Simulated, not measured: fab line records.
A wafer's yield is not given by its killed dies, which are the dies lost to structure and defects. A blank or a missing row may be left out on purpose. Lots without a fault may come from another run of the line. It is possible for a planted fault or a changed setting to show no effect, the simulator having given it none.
fab line records	flow sky130
record: lots: 11	wafers: 33	lastDay: 50
route steps=708 shown SD_N@356 SD_P@359 CONTACT@422 VIA1@470 PAD_OPEN@708
lots untouched by any fault: they come from a run of this same line in which no faults occurred
startH: the number of hours between the record's first day and the start of the first shown wafer of the lot	waitH: hours since the lot's step before	" unchanged from the row above	L1.1+2: a row that stands for several wafers	- no value, or no start was given	* or withheld: withheld	< > ~ a bound
route shown NAME@n: NAME is a module with steps in the file, n the number in the route of the first one	usual: mean/standard deviation taken from wafers without a fault	same: alike in all rows	chamber/n: place in a boat	sites: each site's reading	_std_site: the standard deviation of these	_edge_site: the outer-site mean with the inner-site mean subtracted	radiusMm: how far each site lies from the wafer's centre	mask NAME#n: copy n	behind: the tool/chamber that last shaped the wafer	hold: what put the lot on hold/how long, in hours/how the hold closed	device: the transistor (n, p or np) that didn't switch	end of line: tests of these same wafers at the route's end	for a step that has no rows: nothing shown but its recipe	killed: at the first sort, the dies lost to defects and structure; wafer yield is something else	map: a wafer's dies, x killed, . not, _ none there
set.NAME: the setting as run; set.NAME@STEP: as run at that earlier step	model.NAME: the simulator's own value behind a step, which no gauge read
steps of the route over a sample of lots; a table a step, a row a wafer
services: the hour from which a tool's chamber was out of use, counted from the record's first day as startH (under 0 if before that day), plus the number of hours and why
== steps ==
step: SKY_SD_N_RTA_14
recipe: tempC: 1075	timeS: 2	idleTempC: 650	rampUpCPerS: 150	rampDownCPerS: 90	ambient: N2
usual: lampPowerPct: 15.73/0.051	wafer_temp_C_max: 1078.0/1.3
lot.wafer	tool	chamber	startH	waitH	lampPowerPct	wafer_temp_C_max
L648.3	rtpAnneal-02	0	675.99	0.0	15.75	1077.8
L648.4	"	0	"	"	15.76	1077.5
L648.5	"	0	"	"	15.68	1078.6
L651.2	rtpAnneal-01	0	683.61	0.0	15.73	1078.6
L651.3	"	0	"	"	15.78	1079.3
L651.4	"	0	"	"	15.65	1080.2
L650.2	rtpAnneal-02	0	684.38	0.0	15.80	1078.6
L650.3	"	0	"	"	15.72	1077.2
L650.5	"	0	"	"	15.69	1078.4
L652.2	rtpAnneal-01	0	689.01	0.0	15.80	1078.2
L652.5	"	0	"	"	15.69	1078.3
L652.6	"	0	"	"	15.68	1076.8
L654.2	rtpAnneal-01	0	715.16	0.0	15.82	1078.4
L654.3	"	0	"	"	15.71	1075.6
L654.4	"	0	"	"	15.71	1076.6
L658.3	rtpAnneal-01	0	742.57	0.0	16.55	1106.6
L658.5	"	0	"	"	16.53	1104.6
L658.6	"	0	"	"	16.50	1105.7
L660.2	rtpAnneal-01	0	755.61	0.0	16.44	1107.4
L660.4	"	0	"	"	16.55	1107.2
L660.6	"	0	"	"	16.40	1103.5
L661.3	rtpAnneal-02	0	759.10	0.0	15.70	1079.7
L661.4	"	0	"	"	15.69	1077.8
L661.6	"	0	"	"	15.74	1077.5
L663.3	rtpAnneal-02	0	771.50	0.0	15.75	1079.3
L663.4	"	0	"	"	15.69	1075.8
L663.5	"	0	"	"	15.80	1080.9
L668.1	rtpAnneal-01	0	810.46	0.0	15.81	1078.6
L668.5	"	0	"	"	15.62	1078.5
L668.6	"	0	"	"	15.72	1078.2
L669.3	rtpAnneal-02	0	812.80	0.0	15.71	1077.0
L669.5	"	0	"	"	15.74	1076.4
L669.6	"	0	"	"	15.70	1078.3
step: SKY_SD_N_RS_MEAS_16
recipe: thkMeasGauge: four-point-probe
usual: SD_N_RS: 68.59/0.1
lot.wafer	tool	chamber	startH	waitH	SD_N_RS[ohm/sq]
L648.3	filmMetro-01	-	676.19	0.1	68.49
L648.4	"	-	"	"	68.40
L648.5	"	-	"	"	68.70
L651.2	filmMetro-02	-	683.79	0.1	68.75
L651.3	"	-	"	"	68.71
L651.4	"	-	"	"	68.64
L650.2	filmMetro-03	-	684.56	0.1	68.65
L650.3	"	-	"	"	68.68
L650.5	"	-	"	"	68.52
L652.2	filmMetro-01	-	689.19	0.1	68.50
L652.5	"	-	"	"	68.56
L652.6	"	-	"	"	68.43
L654.2	filmMetro-01	-	715.34	0.1	68.47
L654.3	"	-	"	"	68.59
L654.4	"	-	"	"	68.55
L658.3	filmMetro-03	-	742.77	0.1	63.66
L658.5	"	-	"	"	63.74
L658.6	"	-	"	"	63.70
L660.2	filmMetro-01	-	755.79	0.1	63.60
L660.4	"	-	"	"	63.55
L660.6	"	-	"	"	63.45
L661.3	filmMetro-01	-	759.30	0.1	68.57
L661.4	"	-	"	"	68.62
L661.6	"	-	"	"	68.77
L663.3	filmMetro-03	-	771.70	0.1	68.47
L663.4	"	-	"	"	68.57
L663.5	"	-	"	"	68.46
L668.1	filmMetro-02	-	810.64	0.1	68.52
L668.5	"	-	"	"	68.62
L668.6	"	-	"	"	68.67
L669.3	filmMetro-01	-	813.00	0.1	68.45
L669.5	"	-	"	"	68.54
L669.6	"	-	"	"	68.53
step: SKY_SD_N_RS_MEAS_17
recipe: thkMeasGauge: four-point-probe
usual: SD_P_RS: 147.16/0.3
lot.wafer	tool	chamber	startH	waitH	SD_P_RS[ohm/sq]
L648.3	filmMetro-01	-	676.31	0.1	147.47
L648.4	"	-	"	"	147.06
L648.5	"	-	"	"	147.62
L651.2	filmMetro-02	-	683.91	0.1	147.62
L651.3	"	-	"	"	147.73
L651.4	"	-	"	"	147.47
L650.2	filmMetro-03	-	684.68	0.1	146.23
L650.3	"	-	"	"	147.18
L650.5	"	-	"	"	147.02
L652.2	filmMetro-01	-	689.31	0.1	147.19
L652.5	"	-	"	"	146.96
L652.6	"	-	"	"	147.17
L654.2	filmMetro-01	-	715.46	0.1	147.13
L654.3	"	-	"	"	147.04
L654.4	"	-	"	"	147.26
L658.3	filmMetro-03	-	742.89	0.1	123.93
L658.5	"	-	"	"	123.94
L658.6	"	-	"	"	123.94
L660.2	filmMetro-01	-	755.91	0.1	123.61
L660.4	"	-	"	"	123.65
L660.6	"	-	"	"	123.11
L661.3	filmMetro-01	-	759.42	0.1	147.55
L661.4	"	-	"	"	147.99
L661.6	"	-	"	"	147.48
L663.3	filmMetro-03	-	771.82	0.1	146.75
L663.4	"	-	"	"	147.25
L663.5	"	-	"	"	146.83
L668.1	filmMetro-02	-	810.76	0.1	147.25
L668.5	"	-	"	"	147.22
L668.6	"	-	"	"	146.85
L669.3	filmMetro-01	-	813.12	0.1	146.78
L669.5	"	-	"	"	147.13
L669.6	"	-	"	"	146.81
step: SKY_CONTACT_ETCH_16
recipe: chemistry: N2/H2	target: BARC	ionEnergyEv: 200	sourceW: 500	biasW: 100	pressureMtorr: 30	n2FlowSccm: 100	h2FlowSccm: 200	stopOn: SiO2	timeS: 45.9	targetDepthA: 600
usual: chamberPressureMTorr: 30.001/0.025	drypumpMotorCurrentA: 5.7/0.36	oesProductAu: 0.855/0.0049	throttleValvePct: 13.225/0.0089
lot.wafer	tool	chamber	startH	waitH	chamberPressureMTorr	drypumpMotorCurrentA	oesProductAu	rfHoursCounterH	throttleValvePct
L648.3	rieDiel-01	2	761.71	0.0	30.015	5.3	0.862	13	13.226
L648.4	"	0	"	"	29.988	6.4	0.853	23	13.241
L648.5	"	1	"	"	29.997	5.9	0.851	-	13.223
L651.2	rieDiel-04	3	769.77	0.0	30.041	5.5	0.863	13	13.223
L651.3	"	1	"	"	29.973	5.5	0.860	0	13.228
L651.4	"	0	"	"	30.007	5.9	0.864	5	13.231
L650.2	rieDiel-04	1	772.31	0.0	29.994	5.4	0.855	0	13.224
L650.3	"	3	"	"	30.008	5.5	0.846	13	13.240
L650.5	"	2	"	"	30.001	5.2	0.857	-	13.244
L652.2	rieDiel-01	2	774.75	0.0	30.040	5.3	0.853	13	13.228
L652.5	"	2	"	"	29.997	5.3	0.857	-	13.207
L652.6	"	3	"	"	30.021	6.0	0.860	-	13.226
L654.2	rieDiel-04	0	800.16	0.0	29.998	5.9	0.864	6	13.221
L654.3	"	3	"	"	30.018	5.5	0.859	14	13.217
L654.4	"	1	"	"	30.004	5.4	0.850	1	13.235
L658.3	rieDiel-03	2	826.26	0.0	30.053	5.8	0.860	3	13.225
L658.5	"	3	"	"	29.999	5.9	0.856	-	13.214
L658.6	"	2	"	"	29.993	5.8	0.850	-	13.236
L660.2	rieDiel-01	2	838.86	0.0	30.042	5.4	0.848	16	13.240
L660.4	"	2	"	"	29.960	5.4	0.849	-	13.241
L660.6	"	1	"	"	29.983	5.9	0.845	-	13.226
L661.3	rieDiel-03	0	842.31	0.0	30.025	5.2	0.852	21	13.239
L661.4	"	2	"	"	29.989	5.8	0.859	4	13.214
L661.6	"	0	"	"	29.984	5.2	0.854	-	13.228
L663.3	rieDiel-04	0	854.66	0.0	30.023	5.9	0.847	8	13.226
L663.4	"	1	"	"	30.033	5.5	0.853	2	13.226
L663.5	"	2	"	"	30.001	5.2	0.862	-	13.228
L668.1	rieDiel-01	0	892.46	0.0	30.035	6.4	0.852	0	13.208
L668.5	"	1	"	"	30.002	5.9	0.854	-	13.222
L668.6	"	2	"	"	29.971	5.3	0.852	-	13.230
L669.3	rieDiel-01	1	894.50	0.0	29.976	5.9	0.857	14	13.217
L669.5	"	2	"	"	29.990	5.3	0.860	-	13.207
L669.6	"	3	"	"	30.023	6.0	0.860	-	13.230
step: SKY_VIA1_CD_MEAS_12
recipe: targetCdNm: 150
usual: cdNm: 150.0/1.4
lot.wafer	tool	chamber	startH	waitH	cdNm
L648.3	cdSem-02	-	817.77	-	149.4
L648.4	"	-	"	"	150.7
L648.5	"	-	"	"	151.1
L651.2	cdSem-02	-	825.40	-	149.2
L651.3	"	-	"	"	149.7
L651.4	"	-	"	"	149.9
L650.2	cdSem-02	-	828.57	-	151.7
L650.3	"	-	"	"	150.3
L650.5	"	-	"	"	152.1
L652.2	cdSem-01	-	830.53	-	150.4
L652.5	"	-	"	"	151.2
L652.6	"	-	"	"	150.3
L654.2	cdSem-02	-	855.65	-	150.3
L654.3	"	-	"	"	151.1
L654.4	"	-	"	"	149.9
L658.3	cdSem-01	-	880.92	-	151.6
L658.5	"	-	"	"	153.3
L658.6	"	-	"	"	151.7
L660.2	cdSem-02	-	893.05	-	149.6
L660.4	"	-	"	"	150.3
L660.6	"	-	"	"	149.9
L661.3	cdSem-02	-	896.80	-	149.9
L661.4	"	-	"	"	150.0
L661.6	"	-	"	"	149.9
L663.3	cdSem-01	-	908.97	-	148.0
L663.4	"	-	"	"	149.5
L663.5	"	-	"	"	149.0
L668.1	cdSem-01	-	946.16	-	152.3
L668.5	"	-	"	"	151.7
L668.6	"	-	"	"	152.3
L669.3	cdSem-02	-	947.44	-	147.3
L669.5	"	-	"	"	150.3
L669.6	"	-	"	"	147.6
step: SKY_VIA1_THK_MEAS_23
recipe: thkMeasGauge: xrf	reads: W_of_VIA1_CVD_21
usual: VIA1_W_THK: 265/4
lot.wafer	tool	chamber	startH	waitH	VIA1_W_THK[nm]
L648.3	filmMetro-02	-	818.86	0.1	266
L648.4	"	-	"	"	267
L648.5	"	-	"	"	262
L651.2	filmMetro-02	-	826.50	0.1	269
L651.3	"	-	"	"	275
L651.4	"	-	"	"	270
L650.2	filmMetro-01	-	829.67	0.1	262
L650.3	"	-	"	"	265
L650.5	"	-	"	"	263
L652.2	filmMetro-01	-	831.63	0.1	261
L652.5	"	-	"	"	264
L652.6	"	-	"	"	261
L654.2	filmMetro-03	-	856.77	0.1	265
L654.3	"	-	"	"	276
L654.4	"	-	"	"	266
L658.3	filmMetro-02	-	882.01	0.1	267
L658.5	"	-	"	"	267
L658.6	"	-	"	"	272
L660.2	filmMetro-03	-	894.15	0.1	266
L660.4	"	-	"	"	261
L660.6	"	-	"	"	262
L661.3	filmMetro-03	-	897.89	0.1	271
L661.4	"	-	"	"	266
L661.6	"	-	"	"	272
L663.3	filmMetro-03	-	910.22	0.1	261
L663.4	"	-	"	"	260
L663.5	"	-	"	"	261
L668.1	filmMetro-03	-	947.31	0.1	264
L668.5	"	-	"	"	263
L668.6	"	-	"	"	265
L669.3	filmMetro-02	-	948.54	0.1	264
L669.5	"	-	"	"	264
L669.6	"	-	"	"	271
step: SKY_PAD_OPEN_PROBE_99
usual: killed_at_M0_to_M3: 44/7.4	killed_at_M4_up: 3.1/1.8	killedAtContacts: 24/5.6	killedAtFrontEnd: 15/4.9	killedAtOther: 0.4/0.59	killedDies: 87/9.8	killedOnRim: 17/4	killedOpen: 47/7.2	killedShort: 39/6.8
same: grossDies: 492	killedAtBackSide: 0
lot.wafer	tool	chamber	startH	waitH	killed_at_M0_to_M3	killed_at_M4_up	killedAtContacts	killedAtFrontEnd	killedAtOther	killedDies	killedOnRim	killedOpen	killedShort
L650.2	prober-01	-	1107.64	0.1	58	2	11	14	0	85	15	46	39
L650.3	prober-01	-	1107.69	0.2	45	3	36	14	0	98	23	56	42
L650.5	prober-01	-	1107.79	0.2	45	4	23	14	0	86	18	44	42
L660.2	prober-02	-	1154.53	0.1	37	5	23	9	0	74	20	47	27
L660.4	prober-02	-	1154.63	0.2	34	3	29	11	0	77	14	45	32
L660.6	prober-02	-	1154.73	0.2	45	2	35	22	0	104	17	57	47
killed by level:class
L650.2 VIA1:geometricParticle:open=10 VIA3:geometricParticle:open=8 METAL2:geometricParticle:short=7 VIA2:geometricParticle:open=7 METAL1:geometricParticle:short=6 FIELD_ISO:geometricParticle:short=5 METAL2:geometricParticle:open=5 LI_CONTACT:geometricParticle:open=4
L650.3 CONTACT:geometricParticle:open=13 VIA2:geometricParticle:open=8 VIA1:geometricParticle:open=8 CONTACT:geometricParticle:short=7 LOCAL_INTERCONNECT:geometricParticle:short=6 FIELD_ISO:geometricParticle:open=5 LI_CONTACT:geometricParticle:short=5 LI_CONTACT:geometricParticle:open=5
L650.5 VIA2:geometricParticle:open=7 CONTACT:geometricParticle:open=7 VIA3:geometricParticle:open=7 LI_CONTACT:geometricParticle:open=6 METAL2:geometricParticle:short=6 METAL3:geometricParticle:short=6 POLY_GATE:geometricParticle:short=4 LI_CONTACT:geometricParticle:short=4
L660.2 CONTACT:geometricParticle:open=8 VIA1:geometricParticle:open=8 VIA3:geometricParticle:open=7 LI_CONTACT:geometricParticle:open=7 METAL1:geometricParticle:short=6 FIELD_ISO:geometricParticle:open=5 VIA2:geometricParticle:open=5 LI_CONTACT:geometricParticle:short=4
L660.4 CONTACT:geometricParticle:open=9 LI_CONTACT:geometricParticle:open=6 VIA1:geometricParticle:open=6 FIELD_ISO:geometricParticle:short=5 CONTACT:geometricParticle:short=5 VIA2:geometricParticle:open=5 VIA3:geometricParticle:open=5 LOCAL_INTERCONNECT:geometricParticle:short=4
L660.6 VIA1:geometricParticle:open=12 CONTACT:geometricParticle:open=11 FIELD_ISO:geometricParticle:short=9 LI_CONTACT:geometricParticle:short=9 LI_CONTACT:geometricParticle:open=8 VIA3:geometricParticle:open=8 FIELD_ISO:geometricParticle:open=6 VIA2:geometricParticle:open=6
== services ==
tool	chamber	startH	hours	kind
rieDiel-04	0	659.10	6.7	repair
rieDiel-03	1	663.16	2.8	repair
rieDiel-03	3	677.31	1.3	repair
rieDiel-03	0	682.22	8.5	repair
rieDiel-04	2	684.14	6.8	repair
rieDiel-01	3	691.23	6.0	repair
rieDiel-03	2	708.85	10.9	repair
rieDiel-01	3	719.12	-	clean
rieDiel-01	3	719.12	23.0	scheduledDown
rieDiel-01	3	719.12	23.0	ventCycle
rieDiel-03	0	721.51	9.8	repair
rieDiel-03	2	727.91	13.7	repair
rieDiel-03	3	731.03	4.4	repair
rieDiel-01	-	732.87	28.1	pm
rieDiel-03	3	744.27	6.0	repair
rtpAnneal-02	-	748.44	4.0	pm
rieDiel-04	1	815.87	11.8	repair
rieDiel-01	3	832.08	8.4	repair
rieDiel-04	-	840.35	2.5	repair
rieDiel-03	0	846.31	8.6	repair
rieDiel-01	0	860.49	-	clean
rieDiel-01	0	860.49	16.2	scheduledDown
rieDiel-01	0	860.49	16.2	ventCycle
rieDiel-03	3	894.44	9.1	repair
== key ==
firstSign: step: SKY_SD_N_RTA_14	reading: wafer_temp_C_max	direction: up	sigmas: 21	usual: *	struck: *
effect: step: SKY_SD_N_RTA_14	reading: lampPowerPct	direction: up	sigmas: 15	usual: 15.73	struck: 16.50
effect: step: SKY_SD_N_RS_MEAS_16	reading: SD_N_RS	direction: down	sigmas: 50	usual: 68.59	struck: 63.62
effect: step: SKY_SD_N_RS_MEAS_17	reading: SD_P_RS	direction: down	sigmas: 79	usual: 147.16	struck: 123.70
metAt SKY_SD_N_RTA_14
struckLots L658,L660
testerLeftOut L658,L660
notActingAt SKY_CONTACT_ETCH_16,SKY_VIA1_CD_MEAS_12,SKY_VIA1_THK_MEAS_23
onsetBetween 715.16 742.57
fault: kind: processParameterDrift	tool: rtpAnneal-01	chamber: -	onsetH: 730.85	steps: SKY_SD_N_RTA_14	channel: tempC	offset: *	shape: step	endH: 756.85	actsIn: *	stated: *
testerLeftOut: of these lots the tester's yield and bins aren't shown, on N5 and GAA mostly nor the transistor test; their killed dies are dies lost to structure and defects alone, not to doping, threshold or leakage, so they don't give the yield
